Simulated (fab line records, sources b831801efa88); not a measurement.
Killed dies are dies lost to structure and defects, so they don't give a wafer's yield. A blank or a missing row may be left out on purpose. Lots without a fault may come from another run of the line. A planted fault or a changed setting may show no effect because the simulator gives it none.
Which tool did it? | flow gf180mcu | 13 lots, 39 wafers sampled, at 5 steps of a route of 602

WHAT THE GAUGES READ, wafer by wafer
GF_LVPWELL_OVL_MEAS_07.
lot  | measured    | on         | LVPWELL_OVL (nm)
L950 | day 3 23:52 | overlay-01 | -1.8 -0.9 -1.4
L951 | day 4 06:37 | overlay-01 | 1.1 1.0 2.9
L955 | day 5 04:42 | overlay-01 | 2.6 2.9 3.1
L956 | day 5 11:19 | overlay-02 | -0.8 1.4 -0.2
L957 | day 5 16:40 | overlay-02 | 0.8 1.2 1.2
L958 | day 5 22:40 | overlay-01 | 0.0 3.3 2.3
L959 | day 6 03:05 | overlay-01 | 0.8 1.2 -0.1
L961 | day 6 14:50 | overlay-02 | 1.8 2.1 1.5
L963 | day 7 03:31 | overlay-02 | -0.2 1.5 1.5
L964 | day 7 11:55 | overlay-02 | 3.3 1.5 0.3
L966 | day 7 20:40 | overlay-02 | 0.8 1.2 0.5
L967 | day 8 02:57 | overlay-01 | -1.5 -0.3 -1.3
L972 | day 9 05:24 | overlay-01 | 4.3 2.0 3.1

GF_VT_IMPLANT_TW_MEAS_32.
lot  | measured     | on            | VT_IMPLANT_3_TW
L950 | day 6 23:54  | film_metro-03 | 265.6 264.9 266.4
L951 | day 7 08:29  | film_metro-03 | 267.7 267.5 267.6
L955 | day 8 09:58  | film_metro-03 | 268.8 268.7 270.0
L956 | day 8 16:34  | film_metro-04 | 265.8 267.0 267.3
L957 | day 8 23:04  | film_metro-03 | 269.4 269.8 267.3
L958 | day 9 07:56  | film_metro-03 | 263.4 265.5 264.4
L959 | day 9 12:27  | film_metro-03 | 264.8 264.9 265.8
L961 | day 10 02:12 | film_metro-04 | 267.9 268.1 269.3
L963 | day 10 17:37 | film_metro-04 | 268.0 268.4 270.9
L964 | day 11 04:46 | film_metro-04 | 266.1 265.4 266.2
L966 | day 11 13:46 | film_metro-02 | 268.1 269.4 268.5
L967 | day 11 18:38 | film_metro-03 | 268.7 267.7 268.0
L972 | day 13 02:31 | film_metro-04 | 265.9 264.9 266.8

GF_POLY_GATE_CD_MEAS_10: target cd 280 nm.
lot  | measured     | on        | cd_nm (nm)
L950 | day 9 05:41  | cd_sem-01 | 279.7 279.0 279.3
L951 | day 9 17:34  | cd_sem-02 | 278.7 280.2 279.9
L955 | day 10 21:24 | cd_sem-02 | 279.8 279.9 278.4
L956 | day 11 03:00 | cd_sem-02 | 278.7 279.8 279.6
L957 | day 11 10:00 | cd_sem-02 | 278.5 280.3 281.1
L958 | day 11 19:39 | cd_sem-02 | 279.9 280.2 280.6
L959 | day 12 00:12 | cd_sem-02 | 280.1 280.6 279.5
L961 | day 12 14:33 | cd_sem-02 | 280.7 280.7 279.6
L963 | day 13 09:05 | cd_sem-02 | 279.1 278.5 278.9
L964 | day 13 23:40 | cd_sem-02 | 277.1 276.5 275.5
L966 | day 14 10:21 | cd_sem-02 | 278.9 279.3 279.9
L967 | day 14 16:05 | cd_sem-02 | 280.1 280.4 280.8
L972 | day 15 22:30 | cd_sem-01 | 280.2 280.4 280.6

GF_HV_LDD_OVL_MEAS_08.
lot  | measured     | on         | HV_LDD_OVL (nm)
L950 | day 10 02:39 | overlay-01 | 0.8 2.4 0.1
L951 | day 10 13:18 | overlay-01 | -3.0 0.4 -1.1
L955 | day 11 18:28 | overlay-01 | 0.9 0.9 1.2
L956 | day 11 23:37 | overlay-02 | 1.4 2.8 1.4
L957 | day 12 07:19 | overlay-02 | 0.0 0.5 0.6
L958 | day 12 16:59 | overlay-02 | 4.8 4.2 0.8
L959 | day 12 21:00 | overlay-01 | 1.3 0.8 -1.8
L961 | day 13 14:45 | overlay-01 | -0.2 0.5 0.7
L963 | day 14 08:19 | overlay-02 | 0.6 -0.1 -1.5
L964 | day 15 00:05 | overlay-02 | 0.9 -1.0 1.8
L966 | day 15 09:47 | overlay-02 | 3.1 0.7 2.2
L967 | day 15 15:53 | overlay-01 | 2.1 -0.1 1.6
L972 | day 16 23:23 | overlay-02 | 1.9 1.6 1.1

WHICH TOOL RAN EACH LOT (tool, then ch and the chambers of the sampled wafers, then the start)
lot  | GF_POLY_GATE_PEB_08
L950 | litho_track-01 ch 0, day 9 05:20
L951 | litho_track-01 ch 0, day 9 17:14
L955 | litho_track-02 ch 0, day 10 21:03
L956 | litho_track-02 ch 0, day 11 02:39
L957 | litho_track-01 ch 0, day 11 09:39
L958 | litho_track-02 ch 0, day 11 19:18
L959 | litho_track-04 ch 0, day 11 23:52
L961 | litho_track-04 ch 0, day 12 14:13
L963 | litho_track-04 ch 0, day 13 08:44
L964 | litho_track-01 ch 0, day 13 23:12
L966 | litho_track-04 ch 0, day 14 10:01
L967 | litho_track-04 ch 0, day 14 15:44
L972 | litho_track-02 ch 0, day 15 22:09
- GF_POLY_GATE_PEB_08: peb time 90 s.

WHAT THE TOOLS THEMSELVES READ (means of the sampled wafers that have a number; where no wafer has one, the mark that the record gives instead)
The record holds no such reading with a usual standard deviation.

THE ANSWER, worked out from the rows above alone
Rule: what is usual is taken from the lots themselves. Put in order of their means at a reading, lots are off if they are a third of the lots or fewer, leave a main group of 4 or more, and stand apart from it by a gap of 3 or more times the standard deviation of the main group's means; of several such gaps the widest counts. A main group whose means are all the same, to the digits that the tables above print for the reading, isn't used. A lot without any number at a reading at which 4 lots or more have one is off too. The other lots that the step has rows for count as sound. The gauges are gone through in route order, then the tools' own readings, and for those a lot's mean is taken as printed above. The first step at which some lot is off is used, and at that step the reading that is off furthest; a lot without a number counts as furthest.
Off: L964, at GF_POLY_GATE_CD_MEAS_10 (cd_nm). The main group: mean 279.8 nm, standard deviation 0.51.
A tool fits if, at a process step before that reading, it ran every lot that is off, and no sound lot after the first of them. The gauges at GF_POLY_GATE_CD_MEAS_10 are tried like those tools. One fits: litho_track-01 at GF_POLY_GATE_PEB_08. Its last sound lot is L957 (day 11 09:39), its first lot that is off L964 (day 13 23:12): a fault that began between those two fits.

WHAT THE SIMULATOR HAD PUT IN
Process parameter drift: litho_track-01, from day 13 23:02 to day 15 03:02, at GF_POLY_GATE_PEB_08. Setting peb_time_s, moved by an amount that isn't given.
Lots struck among those shown: L964. The rule above found the same.
